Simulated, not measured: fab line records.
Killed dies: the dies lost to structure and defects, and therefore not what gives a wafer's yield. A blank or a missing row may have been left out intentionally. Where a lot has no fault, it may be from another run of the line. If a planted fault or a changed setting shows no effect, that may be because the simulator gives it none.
Matching of chambers    flow sky130    SKY_CONTACT_CMP_27 on cmp-02: 4 sister chambers
The step polishes, stops on SiO2, t overpolish 15 s, target thk 0 nm. 16 wafers are shown with their chamber, then 8 later ones without.

WAFERS, EACH WITH ITS CHAMBER
wafer   chamber  motor_current_A (A)  time_to_endpoint_s (s)  edge_zone_pressure_frac
L521.2  0        13.0                 80.6                    0.997
L521.4  3        11.9                 86.8                    1.003
L521.6  2        9.9                  85.1                    1.008
L523.3  1        9.7                  84.7                    0.994
L523.4  0        12.3                 80.4                    0.999
L523.6  1        9.5                  87.1                    1.002
L527.3  3        12.2                 87.3                    0.995
L527.4  2        10.6                 81.8                    0.997
L527.5  3        11.8                 83.8                    1.000
L528.3  2        9.9                  83.4                    1.003
L528.5  2        10.6                 86.2                    1.009
L528.6  1        9.8                  86.8                    0.995
L529.1  0        12.8                 76.6                    1.000
L529.4  2        9.7                  80.3                    1.003
L529.5  0        11.8                 80.0                    1.002
L531.1  3        12.3                 85.5                    0.991

SIGNATURES (averages over the wafers above)
reading                  chamber 0  chamber 1  chamber 2  chamber 3  scatter within a chamber
motor_current_A          12.475     9.667      10.140     12.050     0.389
time_to_endpoint_s       79.400     86.200     83.360     85.850     1.92
edge_zone_pressure_frac  0.99950    0.99700    1.00400    0.99725    0.00436
Rule: for a wafer and a chamber, the distance is found by dividing, reading by reading, the gap between the wafer's reading and the chamber's mean by the reading's scatter, squaring, summing and taking the root. If the next closest chamber is less than 2 further off than the closest, the wafer can't be placed; otherwise it belongs to the closest. The scatter is the square root of a quotient: the sum, over the shown wafers, of each reading's squared deviation from its chamber's mean, divided by wafers minus chambers.

WAFERS MISSING THEIR CHAMBER
wafer   motor_current_A (A)  time_to_endpoint_s (s)  edge_zone_pressure_frac
L531.2  9.5                  83.9                    1.004
L531.5  10.4                 80.9                    0.998
L536.4  12.3                 86.7                    1.002
L536.5  10.4                 84.2                    1.001
L536.6  11.9                 83.4                    1.002
L539.2  10.1                 87.2                    0.998
L539.3  12.4                 84.1                    0.995
L539.5  9.3                  87.7                    1.005

CHAMBER TAKEN BY EACH
wafer   from the rows above      in truth
L531.2  can't be placed: 2 or 1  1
L531.5  can't be placed: 2 or 1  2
L536.4  3                        3
L536.5  can't be placed: 2 or 1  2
L536.6  can't be placed: 3 or 0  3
L539.2  can't be placed: 1 or 2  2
L539.3  can't be placed: 3 or 0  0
L539.5  can't be placed: 1 or 2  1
1 of 8 placed correctly. These rows do not allow placing 7 (true chamber among the candidates in 7). Placed wrongly: 0.
